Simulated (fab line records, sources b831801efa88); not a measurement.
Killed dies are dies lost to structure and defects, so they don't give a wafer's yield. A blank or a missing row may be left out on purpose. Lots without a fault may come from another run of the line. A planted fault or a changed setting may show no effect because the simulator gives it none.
Chamber matching | flow gf180mcu | GF_V1_CMP_26 on cmp-02: 4 sister chambers
The step polishes, stops on SiO2, t overpolish 15 s, target thk 0 nm. 16 wafers are shown with their chamber, then 8 later ones without.

WAFERS WITH THEIR CHAMBER
wafer  | chamber | time_to_endpoint_s (s) | motor_current_A (A) | overpolish_run_s (s)
L966.4 | 1       | 77                     | 9.1                 | 15.007
L966.5 | 3       | 90                     | 10.3                | 14.984
L966.6 | 0       | 86                     | 11.3                | 15.003
L972.1 | 3       | 92                     | 10.0                | 15.000
L972.2 | 2       | 85                     | 10.7                | 15.003
L972.6 | 0       | 87                     | 11.3                | 15.013
L973.2 | 1       | 79                     | 9.5                 | 15.002
L973.3 | 0       | 91                     | 11.6                | 14.993
L973.5 | 0       | 88                     | 10.7                | 14.989
L976.3 | 2       | 83                     | 10.3                | 15.001
L976.5 | 0       | 89                     | 11.4                | 15.003
L976.6 | 3       | 90                     | 10.4                | 15.001
L979.2 | 2       | 85                     | 10.5                | 15.009
L979.3 | 0       | 85                     | 10.8                | 15.008
L979.6 | 0       | 88                     | 11.1                | 14.997
L984.2 | 3       | 88                     | 11.1                | 14.990

SIGNATURES (means of the wafers above)
reading            | chamber 0 | chamber 1 | chamber 2 | chamber 3 | scatter within a chamber
time_to_endpoint_s | 87.71     | 78.00     | 84.33     | 90.00     | 1.73
motor_current_A    | 11.171    | 9.300     | 10.500    | 10.450    | 0.347
overpolish_run_s   | 15.00086  | 15.00450  | 15.00433  | 14.99375  | 0.00749
Rule: a wafer's distance from a chamber is the root of the sum, over the readings, of the square of ((its reading less the chamber's mean) divided by the reading's scatter). The wafer belongs to the nearest chamber; if the next one is less than 2 further off, it can't be placed. The scatter: the root of (the sum of the squares of (reading less its chamber's mean) over the shown wafers, divided by (wafers less chambers)).

WAFERS WITHOUT THEIR CHAMBER
wafer  | time_to_endpoint_s (s) | motor_current_A (A) | overpolish_run_s (s)
L984.4 | 86                     | 11.2                | 14.998
L984.5 | 84                     | 10.6                | 15.007
L986.2 | 81                     | 10.5                | 14.994
L986.3 | 82                     | 11.1                | 15.001
L986.5 | 84                     | 11.6                | 15.003
L987.1 | 76                     | 10.0                | 15.010
L987.5 | 78                     | 9.8                 | 15.001
L987.6 | 83                     | 10.1                | 15.007

WHICH CHAMBER EACH WENT THROUGH
wafer  | from the rows above     | in truth
L984.4 | can't be placed: 0 or 2 | 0
L984.5 | 2                       | 2
L986.2 | can't be placed: 2 or 1 | 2
L986.3 | can't be placed: 2 or 0 | 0
L986.5 | can't be placed: 0 or 2 | 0
L987.1 | 1                       | 1
L987.5 | 1                       | 1
L987.6 | 2                       | 2
Placed correctly: 4 of 8. Can't be placed from these rows: 4 (the true chamber is among the candidates in 4). Placed wrongly: 0.
